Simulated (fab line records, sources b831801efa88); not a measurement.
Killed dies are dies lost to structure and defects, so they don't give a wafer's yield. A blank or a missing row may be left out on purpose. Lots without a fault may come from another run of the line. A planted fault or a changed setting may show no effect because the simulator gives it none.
Chamber matching | flow sky130 | SKY_PASSIVATION_CVD_00 on pecvd-01: 3 sister chambers
The step deposits SiO2, target thk 90 nm. 20 wafers are shown with their chamber, then 10 later ones without.

WAFERS WITH THEIR CHAMBER
wafer  | chamber | heater_power_w (W)
L074.1 | 0       | 680
L074.3 | 2       | 767
L074.4 | 2       | 773
L076.1 | 2       | 750
L076.2 | 1       | 629
L076.4 | 1       | 638
L075.1 | 0       | 647
L075.4 | 1       | 600
L075.6 | 0       | 663
L078.1 | 1       | 529
L078.3 | 0       | 675
L078.6 | 1       | 535
L080.2 | 0       | 679
L080.4 | 1       | 663
L080.5 | 0       | 688
L082.2 | 2       | 777
L082.5 | 0       | 684
L082.6 | 2       | 773
L087.3 | 0       | 630
L087.4 | 2       | 739

SIGNATURES (means of the wafers above)
reading        | chamber 0 | chamber 1 | chamber 2 | scatter within a chamber
heater_power_w | 668.25    | 599.00    | 763.17    | 33.9
Rule: a wafer's distance from a chamber is the root of the sum, over the readings, of the square of ((its reading less the chamber's mean) divided by the reading's scatter). The wafer belongs to the nearest chamber; if the next one is less than 2 further off, it can't be placed. The scatter: the root of (the sum of the squares of (reading less its chamber's mean) over the shown wafers, divided by (wafers less chambers)).

WAFERS WITHOUT THEIR CHAMBER
wafer  | heater_power_w (W)
L087.6 | 636
L092.1 | 568
L092.5 | 741
L092.6 | 571
L095.1 | 687
L095.4 | 538
L095.5 | 786
L097.1 | 685
L097.3 | 780
L097.4 | 686

WHICH CHAMBER EACH WENT THROUGH
wafer  | from the rows above     | in truth
L087.6 | can't be placed: 0 or 1 | 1
L092.1 | 1                       | 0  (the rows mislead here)
L092.5 | can't be placed: 2 or 0 | 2
L092.6 | 1                       | 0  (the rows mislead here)
L095.1 | can't be placed: 0 or 2 | 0
L095.4 | 1                       | 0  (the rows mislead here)
L095.5 | 2                       | 2
L097.1 | can't be placed: 0 or 2 | 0
L097.3 | 2                       | 2
L097.4 | can't be placed: 0 or 2 | 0
Placed correctly: 2 of 10. Can't be placed from these rows: 5 (the true chamber is among the candidates in 5). Placed wrongly: 3.
